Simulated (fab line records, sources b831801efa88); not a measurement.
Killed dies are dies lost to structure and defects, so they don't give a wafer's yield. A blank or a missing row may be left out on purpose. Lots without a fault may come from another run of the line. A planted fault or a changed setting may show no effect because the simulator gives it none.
Which tool did it? | flow sky130 | 15 lots, 45 wafers sampled, at 5 steps of a route of 708

WHAT THE GAUGES READ, wafer by wafer
SKY_DNWELL_TW_MEAS_09.
lot  | measured    | on            | DNWELL_TW
L810 | day 3 06:25 | film_metro-04 | 1125 1134 1125
L811 | day 3 14:43 | film_metro-03 | 1116 1118 1118
L813 | day 3 21:48 | film_metro-01 | 1134 1136 1139
L815 | day 4 07:16 | film_metro-04 | 1121 1112 1122
L818 | day 4 23:50 | film_metro-04 | 1121 1119 1115
L820 | day 5 11:04 | film_metro-03 | 1120 1107 1118
L821 | day 5 14:36 | film_metro-01 | 1127 1122 1126
L822 | day 5 21:43 | film_metro-03 | 30 30 30
L823 | day 6 00:46 | film_metro-01 | 30 30 30
L824 | day 6 12:51 | film_metro-03 | 30 30 30
L825 | day 6 16:51 | film_metro-01 | 1122 1127 1138
L829 | day 7 12:53 | film_metro-04 | 1112 1112 1118
L830 | day 7 20:01 | film_metro-01 | 1132 1125 1129
L832 | day 8 12:23 | film_metro-01 | 1127 1125 1124
L833 | day 8 12:43 | film_metro-04 | 1122 1126 1123

SKY_VT_ADJUST_HVTP_CD_MEAS_07: target cd 380 nm.
lot  | measured     | on        | cd_nm (nm)
L810 | day 6 04:08  | cd_sem-02 | 385.7 384.4 386.2
L811 | day 6 15:26  | cd_sem-01 | 379.9 380.3 379.4
L813 | day 6 22:23  | cd_sem-01 | 381.2 383.8 381.9
L815 | day 7 10:33  | cd_sem-02 | 380.5 379.3 381.5
L818 | day 8 05:35  | cd_sem-01 | 385.7 385.4 384.8
L820 | day 8 18:04  | cd_sem-02 | 375.5 377.4 376.6
L821 | day 8 22:43  | cd_sem-02 | 381.8 383.5 382.2
L822 | day 9 06:38  | cd_sem-01 | 381.7 379.3 382.2
L823 | day 9 11:00  | cd_sem-01 | 378.6 376.7 376.8
L824 | day 9 23:28  | cd_sem-02 | 380.3 383.2 382.1
L825 | day 10 05:33 | cd_sem-01 | 376.5 376.8 378.9
L829 | day 11 04:29 | cd_sem-01 | 382.5 379.5 382.5
L830 | day 11 10:59 | cd_sem-02 | 378.9 381.4 378.1
L832 | day 12 08:20 | cd_sem-02 | 380.9 379.4 379.1
L833 | day 12 09:31 | cd_sem-01 | 385.7 385.7 386.3

SKY_VT_ADJUST_NCORE_TW_MEAS_11.
lot  | measured     | on            | VT_ADJUST_NCORE_TW
L810 | day 8 16:03  | film_metro-01 | 221.4 222.6 222.4
L811 | day 9 04:59  | film_metro-02 | 218.0 218.3 218.8
L813 | day 9 12:19  | film_metro-02 | 218.4 218.7 218.0
L815 | day 10 03:17 | film_metro-03 | 220.4 219.9 219.4
L818 | day 10 23:50 | film_metro-01 | 223.2 222.8 223.2
L820 | day 11 15:09 | film_metro-03 | 222.0 221.8 221.1
L821 | day 11 19:43 | film_metro-01 | 220.9 220.4 220.7
L822 | day 12 02:52 | film_metro-03 | 220.8 219.9 219.6
L823 | day 12 09:20 | film_metro-03 | 220.1 221.3 221.6
L824 | day 12 22:11 | film_metro-01 | 223.0 222.6 222.2
L825 | day 13 04:01 | film_metro-01 | 220.7 222.0 221.4
L829 | day 14 07:08 | film_metro-01 | 223.2 223.1 223.4
L830 | day 14 13:45 | film_metro-01 | 222.3 223.2 221.7
L832 | day 15 12:57 | film_metro-02 | 221.0 219.8 220.2
L833 | day 15 15:09 | film_metro-01 | 221.3 220.6 221.0

WHICH TOOL RAN EACH LOT (tool, then ch and the chambers of the sampled wafers, then the start)
lot  | SKY_DNWELL_DEVELOP_06            | SKY_VT_ADJUST_HVTP_STRIP_10
L810 | litho_track-03 ch 0, day 3 06:00 | plasma_asher-01 ch 0,1, day 6 04:26
L811 | litho_track-02 ch 0, day 3 14:00 | plasma_asher-01 ch 0,1, day 6 15:44
L813 | litho_track-03 ch 0, day 3 21:00 | plasma_asher-04 ch 0, day 6 22:41
L815 | litho_track-02 ch 0, day 4 06:00 | plasma_asher-04 ch 0,1, day 7 10:52
L818 | litho_track-02 ch 0, day 4 23:00 | plasma_asher-04 ch 0,1, day 8 06:41
L820 | litho_track-02 ch 0, day 5 10:00 | plasma_asher-03 ch 0,1, day 8 18:22
L821 | litho_track-03 ch 0, day 5 14:00 | plasma_asher-01 ch 0,1, day 8 23:02
L822 | litho_track-03, day 5 21:00      | plasma_asher-01 ch 0,1, day 9 06:56
L823 | litho_track-02, day 6 00:00      | plasma_asher-01 ch 0,1, day 9 11:19
L824 | litho_track-03, day 6 12:00      | plasma_asher-01 ch 0,1, day 9 23:47
L825 | litho_track-03 ch 0, day 6 16:00 | plasma_asher-04 ch 0, day 10 05:52
L829 | litho_track-03 ch 0, day 7 12:00 | plasma_asher-01 ch 0,1, day 11 04:49
L830 | litho_track-02 ch 0, day 7 19:00 | plasma_asher-03 ch 0,1, day 11 11:17
L832 | litho_track-02 ch 0, day 8 12:00 | plasma_asher-01 ch 0,1, day 12 08:38
L833 | litho_track-02 ch 0, day 8 12:00 | plasma_asher-01 ch 0,1, day 12 09:49
- SKY_DNWELL_DEVELOP_06: develop time 60 s.
- SKY_VT_ADJUST_HVTP_STRIP_10: strips in O2/N2.

WHAT THE TOOLS THEMSELVES READ (means of the sampled wafers that have a number; where no wafer has one, the mark that the record gives instead)
SKY_DNWELL_DEVELOP_06.
lot  | tool           | chill_plate_temp_C (C)
L810 | litho_track-03 | 22.97
L811 | litho_track-02 | 23.04
L813 | litho_track-03 | 23.02
L815 | litho_track-02 | 22.88
L818 | litho_track-02 | 22.82
L820 | litho_track-02 | 23.01
L821 | litho_track-03 | 22.92
L822 | litho_track-03 | -
L823 | litho_track-02 | -
L824 | litho_track-03 | -
L825 | litho_track-03 | 23.02
L829 | litho_track-03 | 22.93
L830 | litho_track-02 | 22.90
L832 | litho_track-02 | 23.00
L833 | litho_track-02 | 23.12

SKY_VT_ADJUST_HVTP_STRIP_10.
lot  | tool            | drypump_motor_current_A (A) | oes_product_au (a.u.) | strip_time_to_endpoint_s (s)
L810 | plasma_asher-01 | 5.67                        | 0.713                 | 14.18
L811 | plasma_asher-01 | 5.67                        | 0.716                 | 14.24
L813 | plasma_asher-04 | 6.22                        | 0.718                 | 14.25
L815 | plasma_asher-04 | 5.94                        | 0.720                 | 14.12
L818 | plasma_asher-04 | 6.09                        | 0.721                 | 14.16
L820 | plasma_asher-03 | 5.32                        | 0.718                 | 14.22
L821 | plasma_asher-01 | 5.77                        | 0.716                 | 14.16
L822 | plasma_asher-01 | 5.70                        | 0.720                 | 14.19
L823 | plasma_asher-01 | 5.67                        | 0.720                 | 14.28
L824 | plasma_asher-01 | 5.70                        | 0.713                 | 14.20
L825 | plasma_asher-04 | 6.22                        | 0.718                 | 14.13
L829 | plasma_asher-01 | 5.67                        | 0.715                 | 14.13
L830 | plasma_asher-03 | 5.51                        | 0.709                 | 14.23
L832 | plasma_asher-01 | 5.66                        | 0.714                 | 14.16
L833 | plasma_asher-01 | 5.76                        | 0.717                 | 14.19

THE ANSWER, worked out from the rows above alone
Rule: what is usual is taken from the lots themselves. Put in order of their means at a reading, lots are off if they are a third of the lots or fewer, leave a main group of 4 or more, and stand apart from it by a gap of 3 or more times the standard deviation of the main group's means; of several such gaps the widest counts. A main group whose means are all the same, to the digits that the tables above print for the reading, isn't used. A lot without any number at a reading at which 4 lots or more have one is off too. The other lots that the step has rows for count as sound. The gauges are gone through in route order, then the tools' own readings, and for those a lot's mean is taken as printed above. The first step at which some lot is off is used, and at that step the reading that is off furthest; a lot without a number counts as furthest.
Off: L822, L823, L824, at SKY_DNWELL_TW_MEAS_09 (DNWELL_TW). The main group: mean 1123, standard deviation 6.5.
A tool fits if, at a process step before that reading, it ran every lot that is off, and no sound lot after the first of them. The gauges at SKY_DNWELL_TW_MEAS_09 aren't tried: what is off there is off at SKY_DNWELL_DEVELOP_06 too, on other tools, and a gauge's error can't cause that. None of those tried fits.

WHAT THE SIMULATOR HAD PUT IN
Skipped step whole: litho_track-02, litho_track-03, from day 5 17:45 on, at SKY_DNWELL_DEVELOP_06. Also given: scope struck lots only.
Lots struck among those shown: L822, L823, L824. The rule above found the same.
